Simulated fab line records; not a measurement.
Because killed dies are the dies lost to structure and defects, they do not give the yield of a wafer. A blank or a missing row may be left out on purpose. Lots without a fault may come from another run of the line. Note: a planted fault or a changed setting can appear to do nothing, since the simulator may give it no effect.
Chamber matching	flow sky130	cmp-01 running SKY_FIELD_ISO_CMP_27: 4 sister chambers
The step polishes, stops on Si3N4, t overpolish 16 s, target thk 457.8 nm. 19 wafers are shown with their chamber, then 9 later ones without.

EACH WAFER AND ITS CHAMBER
wafer	chamber	motor_current_A (A)	time_to_endpoint_s (s)	overpolish_run_s (s)
L523.1	1	12.8	114	15.984
L523.3	2	11.2	110	15.998
L523.5	1	13.2	110	15.998
L528.1	0	10.2	112	15.993
L528.5	0	11.3	113	15.990
L528.6	3	11.5	107	16.004
L529.3	0	10.5	109	16.008
L529.4	3	11.4	103	16.001
L529.5	2	11.2	107	16.000
L531.1	0	9.7	117	15.995
L531.3	1	13.2	109	16.005
L531.6	0	10.1	110	16.004
L532.2	2	11.2	106	16.007
L532.5	1	13.4	107	16.001
L532.6	2	11.4	110	15.999
L533.1	0	10.2	115	15.994
L533.2	1	12.3	107	16.001
L533.6	2	11.1	108	16.001
L536.1	0	10.4	113	15.998

SIGNATURES (means of the wafers above)
reading	chamber 0	chamber 1	chamber 2	chamber 3	scatter within a chamber
motor_current_A	10.343	12.980	11.220	11.450	0.39
time_to_endpoint_s	112.71	109.40	108.20	105.00	2.57
overpolish_run_s	15.99743	15.99780	16.00100	16.00250	0.00614
Rule: for each reading, subtract the chamber's mean from the wafer's reading, divide by that reading's scatter and square the result; add these up over the readings and take the root, which gives the wafer's distance from the chamber. If the next closest chamber is less than 2 further off than the closest, the wafer can't be placed; otherwise it belongs to the closest. The scatter is the square root of a quotient: the sum, over the shown wafers, of each reading's squared deviation from its chamber's mean, divided by wafers minus chambers.

WAFERS WITH NO CHAMBER GIVEN
wafer	motor_current_A (A)	time_to_endpoint_s (s)	overpolish_run_s (s)
L536.5	9.8	115	16.016
L536.6	13.0	111	15.987
L537.1	10.9	110	15.999
L537.3	12.5	108	16.005
L537.5	10.7	106	15.999
L545.2	10.5	108	16.015
L545.5	11.2	105	15.994
L546.5	11.3	111	16.005
L546.6	10.1	117	15.993

THE CHAMBER EACH PASSED THROUGH
wafer	from the rows above	in truth
L536.5	can't be placed: 0 or 2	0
L536.6	1	1
L537.1	can't be placed: 2 or 0 or 3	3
L537.3	can't be placed: 1 or 3 or 2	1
L537.5	can't be placed: 2 or 3 or 0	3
L545.2	can't be placed: 2 or 3 or 0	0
L545.5	can't be placed: 3 or 2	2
L546.5	can't be placed: 2 or 3 or 0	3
L546.6	0	0
Correct placement for 2 of the 9. Not placeable from these rows: 7 (in 7, the candidates include the true chamber). 0 placed wrongly.
